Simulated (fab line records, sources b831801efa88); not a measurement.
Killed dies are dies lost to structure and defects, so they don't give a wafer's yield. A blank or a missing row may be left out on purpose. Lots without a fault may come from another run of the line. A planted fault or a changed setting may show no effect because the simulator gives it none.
One fault seen from 2 desks | flow gf180mcu | each desk has only its own numbers; what lay behind them comes last

THE TOOL OWNER'S DESK: pvd_sputter-03
The tool's own readings at GF_M2_SPUTTER_01 (material TiN, target thk 30 nm, time 25 s): means of the sampled wafers that have a number, for each lot that ran on this tool. A lot is out of limits, marked OUT, if its mean lies more than 4 standard deviations from the usual mean; the brackets give that distance.
Columns: A = cathode_dc_power_W at GF_M2_SPUTTER_01, usual 6500.1 W; B = chamber_pressure_pa at GF_M2_SPUTTER_01, usual 0.4000 Pa; C = throttle_valve_pct at GF_M2_SPUTTER_01, usual 30.0 %
lot  | first seen here | A      | B      | C
L872 | day 19 04:20    | 6499.8 | 0.4004 | 30.3
L876 | day 20 15:11    | 6499.9 | 0.4004 | 29.8
L878 | day 21 02:17    | 6500.2 | 0.3996 | 28.9
L880 | day 21 19:44    | 6500.2 | 0.4007 | 29.2
L882 | day 22 09:07    | 6499.8 | 0.4001 | 29.3
L889 | day 24 14:19    | 6499.8 | 0.3992 | 29.6
This desk's finding: nothing out of limits on any of the 6 lots.

THE METROLOGY DESK
What the gauges read, lot by lot, whatever tool the lot ran on: means of the sampled wafers that have a number. A lot is out of limits, marked OUT, if its mean lies more than 4 standard deviations from the usual mean; the brackets give that distance.
Columns: A = cd_nm at GF_M1_CD_MEAS_14, usual 230.4 nm
lot  | first seen here | A
L872 | day 18 01:32    | 230.4
L874 | day 18 07:27    | 233.6
L876 | day 19 11:36    | 228.8
L878 | day 19 22:55    | 231.0
L877 | day 19 23:17    | 230.1
L879 | day 20 07:49    | 230.1
L880 | day 20 16:56    | 232.2
L881 | day 20 23:39    | 228.7
L882 | day 21 06:47    | 227.7
L883 | day 21 14:04    | 229.8
L884 | day 21 22:20    | 229.9
L885 | day 22 10:55    | 231.8
L886 | day 22 14:04    | 229.5
L889 | day 23 13:10    | 230.4
This desk's finding: nothing out of limits on any of the 14 lots.

PUT TOGETHER
The tool owner's desk saw nothing out of limits.
The metrology desk saw nothing out of limits.

WHAT THE SIMULATOR HAD PUT IN
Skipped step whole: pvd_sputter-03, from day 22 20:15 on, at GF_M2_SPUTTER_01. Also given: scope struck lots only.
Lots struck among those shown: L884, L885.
